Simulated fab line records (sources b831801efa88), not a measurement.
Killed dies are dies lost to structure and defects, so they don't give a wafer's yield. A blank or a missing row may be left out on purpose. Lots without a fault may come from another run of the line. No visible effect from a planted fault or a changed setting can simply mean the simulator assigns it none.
Struck lot and sound lot, side by side + flow sky130 + 15 out of 708 route steps
Sound: wafers L237.2, L237.3, L237.6. Struck: wafer L232.1. (L232.6 of the same lot was not struck and is left out.) The cause comes at the end.
For every step that has rows: the tool of each side, followed by ch and its chambers, followed by its first start. Under that, the readings that differ: sound wafers + struck wafers + difference of the means + sigmas: that difference in standard deviations of wafers without a fault.
alike: readings whose means differ by less than 2 such deviations, and words and numbers that are the same on both sides. not compared: withheld readings, readings that some wafer has no value for, bounds like >300 that may hide the same value, and numbers for which the record gives no deviation and whose values overlap.
The two part at a step that has a row with sigmas, a row that says differs or no value, or rows on one side only. Numbers that don't overlap but have no deviation are shown without sigmas and don't part them. A reading that every wafer of one side lacks parts them only if that side has two wafers or more.

first, 8 steps without rows for these wafers: SKY_POLY_GATE_DEHYDRATE_05 (time 60 s); SKY_POLY_GATE_HMDS_06 (prime time 60 s); SKY_POLY_GATE_COAT_07 (resist thk 110 nm); SKY_POLY_GATE_COAT_08 (resist thk 450 nm); SKY_POLY_GATE_SOFTBAKE_09 (time 90 s); SKY_POLY_GATE_EXPOSE_10 (exposes mask P1M, target cd 150 nm); SKY_POLY_GATE_PEB_11; SKY_POLY_GATE_DEVELOP_12 (develop time 60 s).
SKY_POLY_GATE_CD_MEAS_13: the cd target is 150 nm.
  sound on cdSem-01, day 23 19:23; struck on cdSem-01, day 22 12:37
  alike: cdNm
SKY_POLY_GATE_OVL_MEAS_14:
  sound on overlay-02, day 23 19:30; struck on overlay-01, day 22 12:44
  alike: POLY_GATE_OVL
SKY_POLY_GATE_ETCH_15: etches BARC in N2/H2, stops on SiO2, time 118.5 s, target depth 110 nm.
  sound on rieDiel-04 ch 0,2,3, day 23 19:32; struck on rieDiel-02 ch 0, day 22 12:46
  alike: drypumpMotorCurrentA, oesProductAu, runLengthS, throttleValvePct
  not compared: rfHoursCounterH
SKY_POLY_GATE_ETCH_16: etches Si3N4 in CH3F/O2, stops on poly-Si, time 147.5 s, target depth 75 nm.
  sound on rieDiel-04 ch 0,2,3, day 23 19:37; struck on rieDiel-02 ch 0, day 22 12:51
  alike: O2_flow_sccm, drypumpMotorCurrentA, oesProductAu, runLengthS, throttleValvePct
  not compared: rfHoursCounterH
SKY_POLY_GATE_ETCH_17: etches poly-Si in HBr/Cl2, stops on SiO2, target depth 180 nm, time 70.5 s.
  sound on rieSi-02 ch 1,3, day 23 19:43; struck on rieSi-01 ch 0, day 22 12:57
| reading                                         | sound                | struck | difference | sigmas |
|-------------------------------------------------|----------------------|--------|------------|--------|
| oesProductAu (a.u.)                             | 0.995 1.001 0.990    | 0.959  | -0.036     | -5     |
| runLengthS (s)                                  | 98.3 99.0 99.0       | 103.7  | +4.9       | +12    |
| throttleValvePct (%)                            | 33.688 33.675 33.703 | 33.659 | -0.030     | -3     |
| model.KrF-thick_of_POLY_GATE_COAT_08.thkNm (nm) | 142.7 140.5 139      | 132.1  | -8.6       |        |
| model.SiO2_of_SONOS_ONO_CVD_04.thkNm (nm)       | 4.192 4.193 4.282    | 4.159  | -0.063     |        |
  alike: drypumpMotorCurrentA
  not compared: rfHoursCounterH
SKY_POLY_GATE_STRIP_18: strips in O2/N2.
  sound on plasmaAsher-03 ch 0,1, day 23 19:46; struck on plasmaAsher-04 ch 1, day 22 13:00
| reading                  | sound             | struck | difference | sigmas |
|--------------------------|-------------------|--------|------------|--------|
| stripTimeToEndpointS (s) | 3.184 3.159 3.175 | 3.098  | -0.075     | -3     |
  alike: drypumpMotorCurrentA, oesProductAu
  not compared: rfHoursCounterH
next, for these wafers, 1 step has no rows: SKY_PAD_OPEN_PROBE_99.

WHERE THEY PART
First at SKY_POLY_GATE_ETCH_17; last, within this record, at SKY_POLY_GATE_STRIP_18.

WHY: what had been put in by the simulator
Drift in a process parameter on rieSi-01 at SKY_POLY_GATE_ETCH_17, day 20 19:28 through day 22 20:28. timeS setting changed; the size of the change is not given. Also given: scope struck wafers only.
